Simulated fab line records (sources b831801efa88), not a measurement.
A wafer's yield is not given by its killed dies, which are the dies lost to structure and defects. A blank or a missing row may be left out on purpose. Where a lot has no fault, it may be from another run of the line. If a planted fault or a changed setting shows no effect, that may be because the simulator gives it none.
Problem report, 8D (eight disciplines) form, completed by code || flow gf180mcu || the parts of the form that need people (team, actions taken, sign-off) are left out

1. THE ISSUE
bias_w at GF_V1_ETCH_17 reads a mean of 1236 W on 2 wafers of 1 lot; wafers without a fault read 1200 W with a standard deviation of 3.9. Relative to the usual mean, that is a shift of +9.1 standard deviations.
The step: etches SiO2 in C4F8/O2/Ar, stops on TiN, target depth 630 nm.
First observed at day 23 04:00: wafer L117.4, on rie_diel-01. At this step, 39 wafers from 13 lots have a number in the record. Rule for "out", or "out of limits": more than 4 standard deviations from the usual mean. The other wafers with a number count as sound.

2. WHAT IT IS AND WHAT IT IS NOT
{"question": "which readings at this step", "is": "bias_w", "is not": "oes_product_au"}
{"question": "which lots", "is": "L117", "is not": "L104, L105, L106, L107, L108, L109, L119, L120, L123, L124, L126, L127"}
{"question": "which wafers of those lots", "is": "L117.4, L117.6", "is not": "L117.3"}
{"question": "read on which tools", "is": "rie_diel-01", "is not": "rie_diel-02, rie_diel-03"}
{"question": "when", "is": "from day 23 04:00", "is not": "up to then (19 sound wafers); but 18 sound wafers of L119, L120, L123, L124, L126, L127 came after"}

3. THE SUSPECTS, EACH WITH WHAT RULES IT OUT
Counting: a tool at a process step up to the reading stays a suspect if it ran every lot that is out. Sound lots after the first of them don't rule it out here, since some wafers of a struck lot are sound.
- rie_diel-01 at GF_CONTACT_ETCH_17 (etches SiO2 in C4F8/O2/Ar, stops on CoSi2, target depth 860 nm): kept. L117, the lot that is out, went through it at day 22 05:10; up to then, the latest sound lot through it was L109 at day 19 01:50. Because GF_CONTACT_ETCH_17 lacks a start for some lots, the hours and order of its lots are taken from GF_V1_CMP_04.
- cmp-02 at GF_V1_CMP_04 (polishes SiO2): kept. L117, the lot that is out, went through it at day 22 05:10; up to then, the latest sound lot through it was L108 at day 18 19:58.
- rie_diel-01 at GF_V1_ETCH_17 (etches SiO2 in C4F8/O2/Ar, stops on TiN, target depth 630 nm): kept. L117, the lot that is out, went through it at day 23 04:00; up to then, the latest sound lot through it was L107 at day 19 09:00. Its own bias_w readings are out on those wafers.
- Within rie_diel-01 at GF_CONTACT_ETCH_17: the wafers that are out ran in chambers 0, 3; their sound lot-mates ran in chamber 1.
- Within cmp-02 at GF_V1_CMP_04: the wafers that are out ran in chambers 1, 2; their sound lot-mates ran in chamber 3.
- The sound lot-mates ran in chamber 3 of rie_diel-01 at GF_V1_ETCH_17, but the wafers that are out ran in chamber 2.
The count leaves rie_diel-01 at GF_CONTACT_ETCH_17, cmp-02 at GF_V1_CMP_04, and rie_diel-01 at GF_V1_ETCH_17.

4. THE CAUSE (what the simulator had put in)
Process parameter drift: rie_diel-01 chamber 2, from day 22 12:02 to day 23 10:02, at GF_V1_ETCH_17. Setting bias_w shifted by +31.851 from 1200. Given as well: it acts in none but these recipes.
After counting, 3 suspects remain, this tool included.

5. THE CHAIN OF EFFECTS, in route order
One row per reading whose mean, taken over the struck wafers that have a number, lies over 3 standard deviations from the usual. Only readings for which the record gives a usual standard deviation are gone through. hours: the time from each lot's start at the first step in this table that gives one to its start at this step, as a median over the lots. sigmas: the change in usual standard deviations.
{"hours": 0, "step": "GF_V1_ETCH_17", "reading": "bias_w", "usual": "1200 W", "on struck wafers": 1236, "change": "+36", "sigmas": "+9.1"}
It contains these process steps:
- GF_V1_ETCH_17: etches SiO2 in C4F8/O2/Ar, stops on TiN, target depth 630 nm.

6. HOW IT WOULD HAVE BEEN CAUGHT EARLIER
In this record the first reading out of limits was taken at day 23 04:00, 16 hours after the fault began at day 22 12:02.
